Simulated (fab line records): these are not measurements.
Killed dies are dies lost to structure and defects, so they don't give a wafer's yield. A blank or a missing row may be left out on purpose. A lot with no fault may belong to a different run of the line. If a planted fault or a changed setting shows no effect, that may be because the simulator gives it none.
Which tool was responsible?    flow gf180mcu    6 lots, 18 wafers sampled, at 2 steps of a route of 602

WHAT EACH GAUGE READ, for each wafer
GF_VT_IMPLANT_TW_MEAS_32.
lot   measured      on             VT_IMPLANT_3_TW
L567  day 7 03:29   film-metro-01  266 268 267
L569  day 7 10:27   film-metro-01  266 266 267
L581  day 11 07:38  film-metro-02  269 269 268
L583  day 11 17:35  film-metro-01  267 265 267
L586  day 12 05:25  film-metro-02  267 267 267
L588  day 13 00:56  film-metro-02  266 268 270

TOOL THAT RAN EACH LOT (tool first, then ch and the chambers of the sampled wafers, then the start)
lot   GF_STI_WET_ETCH_26
L567  wet-bench-03 ch 0, day 2 12:18
L569  wet-bench-03 ch 1, day 2 19:46
L581  wet-bench-01 ch 2, day 5 13:40
L583  wet-bench-01 ch 1, day 5 21:46
L586  wet-bench-01 ch 2, day 6 11:05
L588  wet-bench-01 ch 0, day 7 00:13
- GF_STI_WET_ETCH_26: etches SiO2 in dHF, target depth 94 nm, time 188 s.

THE ANSWER, worked out from the rows above alone
Rule: the lots themselves supply what counts as usual. Put in order of their means at a reading, lots are off if they are a third of the lots or fewer, leave a main group of 4 or more, and stand apart from it by a gap of 3 or more times the standard deviation of the main group's means; of several such gaps the widest counts. A main group whose means are all the same, to the digits that the tables above print for the reading, isn't used. Also off: a lot with no number at a reading for which 4 or more lots have one. All remaining lots with rows at the step are treated as sound.
Across all readings shown, no lot is off: no conclusion can be drawn from this.

WHAT THE SIMULATOR HAD INSERTED
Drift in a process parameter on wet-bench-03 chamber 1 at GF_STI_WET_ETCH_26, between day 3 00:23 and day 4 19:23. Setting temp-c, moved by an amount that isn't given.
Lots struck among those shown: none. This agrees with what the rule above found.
